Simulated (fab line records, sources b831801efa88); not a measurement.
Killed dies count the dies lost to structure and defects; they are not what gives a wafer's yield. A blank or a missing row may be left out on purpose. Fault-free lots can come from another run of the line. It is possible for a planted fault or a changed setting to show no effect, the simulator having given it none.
Which tool did it? :: flow sky130 :: Sampling: 6 lots, 18 wafers, 2 of 708 route steps

## WHAT THE GAUGES SHOWED, per wafer
SKY_METAL2_THK_MEAS_06: measures by xrf.
lot: L851
measured: day 34 23:41
on: film metro-03
METAL2_ALCU_THK (nm): 249.9 249.3 248.3

lot: L853
measured: day 35 07:54
on: film metro-03
METAL2_ALCU_THK (nm): 251.2 248.5 248.4

lot: L855
measured: day 36 05:22
on: film metro-02
METAL2_ALCU_THK (nm): 247.6 245.2 251.2

lot: L857
measured: day 36 18:59
on: film metro-03
METAL2_ALCU_THK (nm): 247.8 251.0 252.2

lot: L861
measured: day 37 16:15
on: film metro-03
METAL2_ALCU_THK (nm): 246.0 246.6 248.2

lot: L863
measured: day 38 07:44
on: film metro-02
METAL2_ALCU_THK (nm): 248.2 246.1 245.8

## TOOL THAT RAN EACH LOT (tool first, then ch and the chambers of the sampled wafers, then the start)
lot: L851
SKY_METAL2_SPUTTER_01: pvd sputter-02, day 34 23:27

lot: L853
SKY_METAL2_SPUTTER_01: pvd sputter-03, day 35 07:40

lot: L855
SKY_METAL2_SPUTTER_01: pvd sputter-01, day 36 05:08

lot: L857
SKY_METAL2_SPUTTER_01: pvd sputter-02, day 36 18:45

lot: L861
SKY_METAL2_SPUTTER_01: pvd sputter-02, day 37 16:01

lot: L863
SKY_METAL2_SPUTTER_01: pvd sputter-01, day 38 07:29
- SKY_METAL2_SPUTTER_01: material TiN, target thk 20 nm, time 16.7 s.

## THE ANSWER, worked out from the rows above alone
Rule: the usual values come from the lots themselves. Put in order of their means at a reading, lots are off if they are a third of the lots or fewer, leave a main group of 4 or more, and stand apart from it by a gap of 3 or more times the standard deviation of the main group's means; of several such gaps the widest counts. Not used: any main group whose means are identical at the precision the tables above print for the reading. Also off: a lot with no number at a reading for which 4 or more lots have one. All remaining lots with rows at the step are treated as sound.
None of the lots is off at any reading shown; this tells nothing.

## WHAT THE SIMULATOR HAD PUT IN
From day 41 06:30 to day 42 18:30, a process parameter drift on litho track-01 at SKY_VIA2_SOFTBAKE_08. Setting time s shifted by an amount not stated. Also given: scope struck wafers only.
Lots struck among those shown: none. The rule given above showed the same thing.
